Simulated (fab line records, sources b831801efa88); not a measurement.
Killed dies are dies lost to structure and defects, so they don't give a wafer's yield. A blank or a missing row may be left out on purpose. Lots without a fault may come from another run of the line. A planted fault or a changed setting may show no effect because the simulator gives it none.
Which tool did it? | flow gf180mcu | 13 lots, 39 wafers sampled, at 4 steps of a route of 602

WHAT THE GAUGES READ, wafer by wafer
GF_HV_LDD_CD_MEAS_31: target cd 400 nm.
lot  | measured     | on        | cd_nm (nm)
L392 | day 11 13:50 | cd_sem-02 | 399.4 401.4 401.0
L393 | day 11 20:14 | cd_sem-02 | 395.2 398.8 396.9
L394 | day 12 05:04 | cd_sem-02 | 400.2 400.6 399.8
L395 | day 12 09:10 | cd_sem-02 | 401.3 405.4 401.8
L397 | day 13 02:30 | cd_sem-02 | 398.3 400.8 400.7
L398 | day 13 08:48 | cd_sem-01 | 404.8 402.6 402.7
L403 | day 15 01:46 | cd_sem-02 | 400.8 401.4 400.2
L404 | day 15 10:50 | cd_sem-01 | 396.6 398.0 397.3
L410 | day 17 08:37 | cd_sem-02 | 399.9 400.3 400.3
L411 | day 17 17:25 | cd_sem-02 | 398.3 399.1 399.0
L412 | day 17 22:07 | cd_sem-02 | 401.4 400.0 399.5
L414 | day 18 14:28 | cd_sem-01 | 398.0 401.7 399.6
L415 | day 19 05:46 | cd_sem-02 | 398.4 400.1 399.5

GF_HV_LDD_TW_MEAS_50.
lot  | measured     | on            | HV_LDD_4_TW
L392 | day 12 10:26 | film_metro-03 | 575 577 577
L393 | day 12 15:59 | film_metro-02 | 570 571 570
L394 | day 13 02:34 | film_metro-03 | 577 576 573
L395 | day 13 06:09 | film_metro-01 | 567 565 561
L397 | day 13 23:29 | film_metro-01 | 564 562 561
L398 | day 14 06:20 | film_metro-02 | 569 567 569
L403 | day 16 00:16 | film_metro-03 | 576 575 578
L404 | day 16 09:53 | film_metro-03 | 576 575 574
L410 | day 18 07:31 | film_metro-01 | 561 566 562
L411 | day 18 17:53 | film_metro-01 | 564 563 565
L412 | day 18 22:32 | film_metro-02 | 567 566 566
L414 | day 19 15:05 | film_metro-01 | 568 572 569
L415 | day 20 07:50 | film_metro-01 | 565 564 565

GF_HV_LDD_RS_MEAS_53: measures by four-point-probe.
lot  | measured     | on            | HV_LDD_RS (ohm/sq)
L392 | day 12 10:37 | film_metro-01 | 416.8 417.5 417.0
L393 | day 12 16:10 | film_metro-01 | 417.8 417.4 417.8
L394 | day 13 02:44 | film_metro-03 | 419.1 417.7 417.2
L395 | day 13 06:20 | film_metro-03 | 418.9 418.3 418.6
L397 | day 13 23:41 | film_metro-03 | 417.4 416.3 416.7
L398 | day 14 06:32 | film_metro-02 | 418.1 417.3 418.8
L403 | day 16 00:26 | film_metro-03 | 421.8 419.1 423.0
L404 | day 16 10:04 | film_metro-02 | 421.2 417.9 422.0
L410 | day 18 07:43 | film_metro-02 | 417.4 417.3 417.5
L411 | day 18 18:04 | film_metro-03 | 416.6 416.9 417.8
L412 | day 18 22:43 | film_metro-02 | 417.3 418.2 418.0
L414 | day 19 15:17 | film_metro-01 | 419.1 419.5 418.2
L415 | day 20 08:01 | film_metro-01 | 418.8 419.1 419.1

WHICH TOOL RAN EACH LOT (tool, then ch and the chambers of the sampled wafers, then the start)
lot  | GF_HV_LDD_IMPLANT_33
L392 | implanter-01 ch 0, day 11 13:59
L393 | implanter-03 ch 0, day 11 20:23
L394 | implanter-01 ch 0, day 12 05:13
L395 | implanter-03 ch 0, day 12 09:19
L397 | implanter-01 ch 0, day 13 02:40
L398 | implanter-04 ch 0, day 13 08:58
L403 | implanter-01 ch 0, day 15 01:55
L404 | implanter-01 ch 0, day 15 10:59
L410 | implanter-03 ch 0, day 17 08:47
L411 | implanter-04 ch 0, day 17 17:34
L412 | implanter-01 ch 0, day 17 22:17
L414 | implanter-01 ch 0, day 18 14:38
L415 | implanter-01 ch 0, day 19 05:55
- GF_HV_LDD_IMPLANT_33

WHAT THE TOOLS THEMSELVES READ (means of the sampled wafers that have a number; where no wafer has one, the mark that the record gives instead)
GF_HV_LDD_IMPLANT_33.
lot  | tool         | end_station_pressure_torr (Torr)
L392 | implanter-01 | 5.30e-06
L393 | implanter-03 | 5.12e-06
L394 | implanter-01 | 4.92e-06
L395 | implanter-03 | 4.82e-06
L397 | implanter-01 | 4.86e-06
L398 | implanter-04 | 4.88e-06
L403 | implanter-01 | 5.18e-06
L404 | implanter-01 | 5.19e-06
L410 | implanter-03 | 4.68e-06
L411 | implanter-04 | 5.02e-06
L412 | implanter-01 | 5.34e-06
L414 | implanter-01 | 4.91e-06
L415 | implanter-01 | 4.94e-06

THE ANSWER, worked out from the rows above alone
Rule: what is usual is taken from the lots themselves. Put in order of their means at a reading, lots are off if they are a third of the lots or fewer, leave a main group of 4 or more, and stand apart from it by a gap of 3 or more times the standard deviation of the main group's means; of several such gaps the widest counts. A main group whose means are all the same, to the digits that the tables above print for the reading, isn't used. A lot without any number at a reading at which 4 lots or more have one is off too. The other lots that the step has rows for count as sound. The gauges are gone through in route order, then the tools' own readings, and for those a lot's mean is taken as printed above. The first step at which some lot is off is used, and at that step the reading that is off furthest; a lot without a number counts as furthest.
No lot is off at any reading shown: from this, nothing can be told.

WHAT THE SIMULATOR HAD PUT IN
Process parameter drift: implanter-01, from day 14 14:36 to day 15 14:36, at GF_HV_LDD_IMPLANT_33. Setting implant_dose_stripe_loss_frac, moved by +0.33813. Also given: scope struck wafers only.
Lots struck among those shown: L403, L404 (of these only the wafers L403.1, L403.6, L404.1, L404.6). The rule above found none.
